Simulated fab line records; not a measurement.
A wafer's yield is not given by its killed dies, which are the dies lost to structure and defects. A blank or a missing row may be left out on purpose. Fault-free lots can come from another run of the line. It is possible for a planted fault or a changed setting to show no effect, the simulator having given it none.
Code-filled problem report in 8D (eight disciplines) form    flow sfq_line    the parts of the form that need people (team, actions taken, sign-off) are left out

== 1. WHAT WENT WRONG ==
spin_speed_rpm at SFQ_TRILAYER_M7_LITHO_COAT_182 reads a mean of 3196.5 rpm on 6 wafers of 2 lots; wafers without a fault read 3000.3 rpm with a standard deviation of 2. That is +98 standard deviations from the usual mean.
The step: resist thk 62 nm.
The first sign was on wafer L948.1 at day 82 04:05, on litho_track-03. At this step, 42 wafers from 14 lots have a number in the record. Rule for "out", or "out of limits": more than 4 standard deviations from the usual mean. The other wafers with a number count as sound.

== 2. WHAT IT IS AND WHAT IT IS NOT ==
question                     is                      is not
which readings at this step  spin_speed_rpm          chill_plate_temp_C
which lots                   L948, L949              L933, L934, L935, L937, L939, L940, L943, L944, L952, L953, L954, L955
which wafers of those lots   all that have a number  -
read on which tools          litho_track-03          litho_track-02
when                         from day 82 04:05       up to then (24 sound wafers); but 12 sound wafers of L952, L953, L954, L955 came after

== 3. WHAT RULES OUT EACH SUSPECT ==
Counting: a tool at any process step up to the reading remains a suspect when it ran all the lots that are out and ran no sound lot after the first of those.
- litho_track-03 at SFQ_TRILAYER_M7_LITHO_COAT_182 (resist thk 62 nm): ruled out as a lasting fault. The sound lots L954 went through it after L948, its earliest lot that is out (day 82 04:05).
Left after counting: nothing in the record.

== 4. THE CAUSE (what the simulator had put in) ==
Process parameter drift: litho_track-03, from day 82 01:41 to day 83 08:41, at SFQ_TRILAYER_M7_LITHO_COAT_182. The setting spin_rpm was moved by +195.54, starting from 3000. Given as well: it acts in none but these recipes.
Counting ruled it out, wrongly.

== 5. SEQUENCE OF EFFECTS, ordered by route ==
Each row: a reading where the mean over the struck wafers with a number is more than 3 standard deviations away from the usual. Scope: only readings with a usual standard deviation given in the record; hours: median across lots of the time from each lot's start at the first step in this table that gives one to its start at this step; sigmas: change in usual standard deviations.
hours  step                            reading         usual       on struck wafers  change  sigmas
0      SFQ_TRILAYER_M7_LITHO_COAT_182  spin_speed_rpm  3000.3 rpm  3196.5            +196.2  +98
Here are the process steps it includes:
- SFQ_TRILAYER_M7_LITHO_COAT_182: resist thk 62 nm.
Later steps that measure or inspect, where all struck wafers having a row at the step show a number for every such reading and not one has moved that far: SFQ_M8_BOW_MEAS_951.

== 6. HOW IT WOULD HAVE BEEN CAUGHT EARLIER ==
First out-of-limits reading in this record: day 82 04:05, which is 2 hours after fault onset at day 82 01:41.
